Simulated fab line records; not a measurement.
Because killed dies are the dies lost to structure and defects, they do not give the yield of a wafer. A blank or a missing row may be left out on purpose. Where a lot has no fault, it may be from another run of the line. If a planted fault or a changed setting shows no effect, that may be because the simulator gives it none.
A struck lot beside a sound one	flow sky130	17 out of 708 route steps
Sound: wafers L266.2, L266.3, L266.4. Struck: wafers L270.1, L270.4 (left out: L270.6, a lot-mate that was not struck); the cause follows at the end.
Each step with rows lists, per side, the tool, then ch with its chambers, then its first start. Under that, the readings that differ: sound wafers	struck wafers	difference of the means	sigmas: that difference in standard deviations of wafers without a fault.
alike: words and numbers the same on both sides, and readings whose means are apart by under 2 such deviations; not compared: readings that were withheld, readings missing a value for some wafer, numbers with overlapping values and no deviation given by the record, and bounds like >300 which may hide the same value.
Wherever a step has rows on one side only, a row that says differs or no value, or a row with sigmas, the two part there. Numbers that have no deviation but don't overlap get no sigmas and don't part them. A reading that every wafer of one side lacks parts them only if that side has two wafers or more.

SKY_METAL5_SPUTTER_01: material TiN, target thk 20 nm, time 16.7 s.
  sound on pvd sputter-01, day 46 17:26; struck on pvd sputter-01, day 47 11:39
  alike: throttle valve pct
SKY_METAL5_SPUTTER_02: material AlCu, target thk 1150 nm, time 61.2 s.
  sound on pvd sputter-01, day 46 17:28; struck on pvd sputter-01, day 47 11:41
  alike: throttle valve pct
SKY_METAL5_SPUTTER_03: material Ti, target thk 5 nm, time 3.3 s.
  sound on pvd sputter-01, day 46 17:31; struck on pvd sputter-01, day 47 11:44
  alike: throttle valve pct
SKY_METAL5_SPUTTER_04: material TiN, target thk 70 nm, time 58.3 s.
  sound on pvd sputter-01, day 46 17:32; struck on pvd sputter-01, day 47 11:44
  alike: throttle valve pct
SKY_METAL5_RS_MEAS_05: measurement is done with a four-point probe.
  sound on film metro-01, day 46 17:36; struck on film metro-04, day 47 11:47
  alike: METAL5_ALCU_RS
SKY_METAL5_THK_MEAS_06: measures by xrf.
  sound on film metro-01, day 46 17:43; struck on film metro-04, day 47 11:55
  alike: METAL5_ALCU_THK
then, 6 steps without rows for these wafers: SKY_METAL5_DEHYDRATE_07 (time 60 s); SKY_METAL5_HMDS_08 (prime time 60 s); SKY_METAL5_COAT_09 (resist thk 1800 nm); SKY_METAL5_SOFTBAKE_10 (time 60 s); SKY_METAL5_EXPOSE_11 (exposes mask MM5, target cd 1600 nm); SKY_METAL5_PEB_12.
SKY_METAL5_DEVELOP_13: develop time 60 s.
  sound on litho track-04 ch 0, day 47 12:50; struck on litho track-04 ch 0, day 48 07:10
SKY_METAL5_DESCUM_14: chemistry O2, time 11 s.
  sound on rie metal-02 ch 0,1, day 47 12:58; struck on rie metal-02 ch 0, day 48 07:19
reading	sound	struck	difference	sigmas
model.METAL5.cd nm (nm)	1603 1604 1603	1659 1658	+55	
  alike: drypump motor current A, he backside leak sccm, oes product au
  not compared: rf hours counter h
SKY_METAL5_METAL_ETCH_15: etches the open film in Cl2/BCl3, stops on SiO2, target depth 1260 nm, time 252 s.
  sound on rie metal-02 ch 0,1, day 47 13:00; struck on rie metal-02 ch 0, day 48 07:21
reading	sound	struck	difference	sigmas
he backside leak sccm (sccm)	3.39 3.34 3.31	3.35 4.51	+0.58	+3
model.METAL5.cd nm (nm)	1600 1600 1602	1650 1651	+50	
  alike: bcl3 flow sccm, drypump motor current A, oes product au, throttle valve pct
  not compared: rf hours counter h
SKY_METAL5_STRIP_16: strips in O2/N2.
  sound on plasma asher-01 ch 0,1, day 47 13:14; struck on plasma asher-04 ch 0,1, day 48 07:35
  alike: drypump motor current A, n2 flow sccm, oes product au, strip time to endpoint s
  not compared: rf hours counter h
SKY_PAD_OPEN_PROBE_99:
  sound on prober-02, day 49 08:02; struck on prober-02, day 50 00:05
reading	sound	struck	difference	sigmas
model.etest.met5.width nm (nm)	1602 1596 1601	1651 1652	+52	
model.etest.met5.line ohm um	0.01706 0.01706 0.01721	0.0169 0.01676	-0.0003	
  alike: defect limited yield, killed_at_M0_to_M3, killed_at_M4_up, killed at contacts, killed at front end, killed at other, killed dies, killed open, killed short, sort_bin_3_pad_short, sort_bin_5_function, sort_bin_6_memory, sort n pass, sort yield pct

## WHERE THEY PART
SKY_METAL5_METAL_ETCH_15 only, going by this record. Later steps at which nothing parts them and some readings are alike: SKY_METAL5_STRIP_16, SKY_PAD_OPEN_PROBE_99.

WHY: what the simulator had put in
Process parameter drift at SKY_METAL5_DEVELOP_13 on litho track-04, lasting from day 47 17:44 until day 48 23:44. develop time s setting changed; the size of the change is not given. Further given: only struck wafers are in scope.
